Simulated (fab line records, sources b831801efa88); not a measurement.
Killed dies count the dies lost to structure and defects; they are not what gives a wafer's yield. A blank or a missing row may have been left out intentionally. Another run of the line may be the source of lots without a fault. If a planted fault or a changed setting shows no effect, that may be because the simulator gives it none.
2 desks looking at one fault	flow gf180mcu	each desk holds nothing but its own numbers, with what lay behind them at the end

## AT THE METROLOGY DESK
What the gauges read, lot by lot, whatever tool the lot ran on: means of the sampled wafers that have a number. Marked OUT: a lot whose mean sits more than 4 standard deviations from the usual mean, which makes it out of limits; the brackets give that distance.
Columns: A = V4_BOW at GF_V4_BOW_MEAS_05, usual 134 um; B = TOP_METAL_ALCU_RS at GF_TOP_METAL_RS_MEAS_05, usual 0.0327 ohm/sq
lot	first seen here	A	B
L930	day 23 18:21	122	0.0324
L932	day 24 12:10	141	0.0327
L936	day 25 18:25	142	0.0332
L935	day 25 20:56	139	0.0329
L937	day 25 23:38	138	0.0324
L938	day 26 11:46	129	0.0322
L939	day 26 19:51	137	0.0336
L941	day 27 12:22	128	0.0326
L948	day 29 12:52	144	0.0325
L949	day 29 17:30	153	0.0327
L950	day 30 00:00	130	0.0328
L951	day 30 06:04	140	0.0316
L952	day 30 20:56	145	0.0329
Result from this desk: across the 13 lots, nothing is out of limits.

## FOR THE TOOL OWNER'S DESK: cmp-01
The tool's own readings at GF_V5_CMP_04 (polishes SiO2): means of the sampled wafers that have a number, for each lot that ran on this tool. Marked OUT: a lot whose mean sits more than 4 standard deviations from the usual mean, which makes it out of limits; the brackets give that distance.
Columns: A = motor current A at GF_V5_CMP_04, usual 12.9 A; B = retaining ring pressure frac at GF_V5_CMP_04, usual 1.001; C = slurry flow ml min at GF_V5_CMP_04, usual 150.0
lot	first seen here	A	B	C
L932	day 27 06:41	12.6	1.004	149.8
L936	day 28 10:45	13.5	0.998	149.7
L937	day 28 14:58	13.1	1.004	150.2
L938	day 29 04:04	13.9	0.999	150.3
L939	day 29 10:32	13.3	1.000	150.2
L948	day 31 22:34	13.6	0.999	149.7
L949	day 32 01:17	13.4	1.006	150.1
L950	day 32 08:37	13.3	1.000	150.2
L952	day 33 02:09	13.2	1.002	150.1
Result from this desk: across the 9 lots, nothing is out of limits.

## TAKEN TOGETHER
The metrology desk saw nothing out of limits.
Nothing out of limits was seen by the tool owner's desk.

## WHAT THE SIMULATOR HAD PUT IN
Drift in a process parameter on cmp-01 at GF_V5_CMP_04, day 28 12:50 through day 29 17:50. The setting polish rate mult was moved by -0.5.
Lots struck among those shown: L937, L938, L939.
